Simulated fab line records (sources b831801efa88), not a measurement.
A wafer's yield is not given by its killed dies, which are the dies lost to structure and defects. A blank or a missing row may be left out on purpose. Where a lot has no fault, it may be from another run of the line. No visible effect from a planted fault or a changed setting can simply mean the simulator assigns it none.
Problem report, 8D (eight disciplines) form, completed by code / flow sky130 / the parts of the form that need people (team, actions taken, sign-off) are left out

1. PROBLEM STATEMENT
Mean of killed_at_front_end at SKY_PAD_OPEN_PROBE_99: 52 across 3 wafers in 2 lots; on wafers with no fault it is 16 (standard deviation 4.2). Relative to the usual mean, that is a shift of +8.6 standard deviations.
First seen on wafer L929.3, day 49 03:29, on prober-02. Wafers with a number at this step in the record: 6, from 2 lots. Rule for "out", or "out of limits": more than 4 standard deviations from the usual mean. Any other wafer with a number is counted as sound.

2. WHAT IT IS AND WHAT IT IS NOT
question=which readings at this step | is=killed_at_front_end | is not=killed_at_M0_to_M3, killed_at_M4_up, killed_at_contacts, killed_at_other, killed_open
question=which lots | is=L929, L931 | is not=-
question=which wafers of those lots | is=L929.3, L931.3, L931.6 | is not=L929.2, L929.4, L931.4
question=read on which tools | is=prober-02 | is not=-
question=when | is=from day 49 03:29 | is not=up to then (1 sound wafer); but 2 sound wafers of L929, L931 came after

3. WHAT RULES OUT EACH SUSPECT
Counting: if a tool at a process step up to the reading ran every lot that is out, it stays a suspect. Sound lots after the first of them don't rule it out here, since some wafers of a struck lot are sound.
- plasma_asher-01 at SKY_VT_ADJUST_LVTN_STRIP_20 (strips in O2/N2): kept. It ran every lot that is out, first L929 (day 11 14:09).
- prober-02 at SKY_PAD_OPEN_PROBE_99: kept. It ran every lot that is out, first L929 (day 49 03:26). Its own readings are out on those wafers: killed_at_front_end.
- Within plasma_asher-01 at SKY_VT_ADJUST_LVTN_STRIP_20: the wafers that are out ran in chamber 1; their sound lot-mates ran in chamber 0.
What counting leaves: plasma_asher-01 at SKY_VT_ADJUST_LVTN_STRIP_20 and prober-02 at SKY_PAD_OPEN_PROBE_99.

4. THE CAUSE (what the simulator had put in)
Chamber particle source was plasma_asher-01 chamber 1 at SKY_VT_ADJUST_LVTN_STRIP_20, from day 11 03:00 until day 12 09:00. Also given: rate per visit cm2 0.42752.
This tool is one of the 2 suspects left after counting.

5. THE EFFECT CHAIN, in route order
Each row: a reading where the mean over the struck wafers with a number is more than 3 standard deviations away from the usual. Readings are gone through only where the record gives a usual standard deviation; hours: the median, over the lots, of the time from a lot's start at the first step in this table giving one to that lot's start at this step; sigmas: the change measured in usual standard deviations.
hours=0; step=SKY_PAD_OPEN_PROBE_99; reading=killed_at_front_end; usual=16; on struck wafers=52; change=+36; sigmas=+8.6
Its process steps:
- SKY_PAD_OPEN_PROBE_99

6. WHAT WOULD HAVE CAUGHT IT SOONER
912 hours passed between the start of the fault at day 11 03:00 and the first reading out of limits in this record, taken at day 49 03:29.
No tool reading at SKY_VT_ADJUST_LVTN_STRIP_20 that has a usual standard deviation in the record was out on any struck wafer, so an alarm limit of 4 standard deviations on those readings would not have fired.
The start of SKY_VT_ADJUST_LVTN_STRIP_20 on plasma_asher-01 came by day 49 03:29 for every one of the lots that are out (2). A hold on the tool at that time would have spared none of them.
